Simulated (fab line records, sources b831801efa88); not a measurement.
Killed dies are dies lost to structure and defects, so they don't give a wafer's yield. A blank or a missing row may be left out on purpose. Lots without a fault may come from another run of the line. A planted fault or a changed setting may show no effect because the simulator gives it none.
Which tool did it? | flow gf180mcu | 7 lots, 21 wafers sampled, at 1 step of a route of 602

WHAT THE GAUGES READ, wafer by wafer
GF_V5_THK_MEAS_25: measures by xrf.
lot  | measured     | on            | V5_W_THK (nm)
L731 | day 27 22:17 | film_metro-04 | 361 354 358
L734 | day 28 21:32 | film_metro-01 | 361 360 365
L736 | day 29 18:07 | film_metro-01 | 360 358 367
L743 | day 31 14:02 | film_metro-02 | 362 354 354
L746 | day 32 07:22 | film_metro-02 | 351 354 357
L750 | day 33 05:23 | film_metro-01 | 369 364 372
L752 | day 33 14:34 | film_metro-04 | 371 365 361

WHICH TOOL RAN EACH LOT (tool, then ch and the chambers of the sampled wafers, then the start)
The record holds no process step before these readings.

THE ANSWER, worked out from the rows above alone
Rule: what is usual is taken from the lots themselves. Put in order of their means at a reading, lots are off if they are a third of the lots or fewer, leave a main group of 4 or more, and stand apart from it by a gap of 3 or more times the standard deviation of the main group's means; of several such gaps the widest counts. A main group whose means are all the same, to the digits that the tables above print for the reading, isn't used. A lot without any number at a reading at which 4 lots or more have one is off too. The other lots that the step has rows for count as sound.
No lot is off at any reading shown: from this, nothing can be told.

WHAT THE SIMULATOR HAD PUT IN
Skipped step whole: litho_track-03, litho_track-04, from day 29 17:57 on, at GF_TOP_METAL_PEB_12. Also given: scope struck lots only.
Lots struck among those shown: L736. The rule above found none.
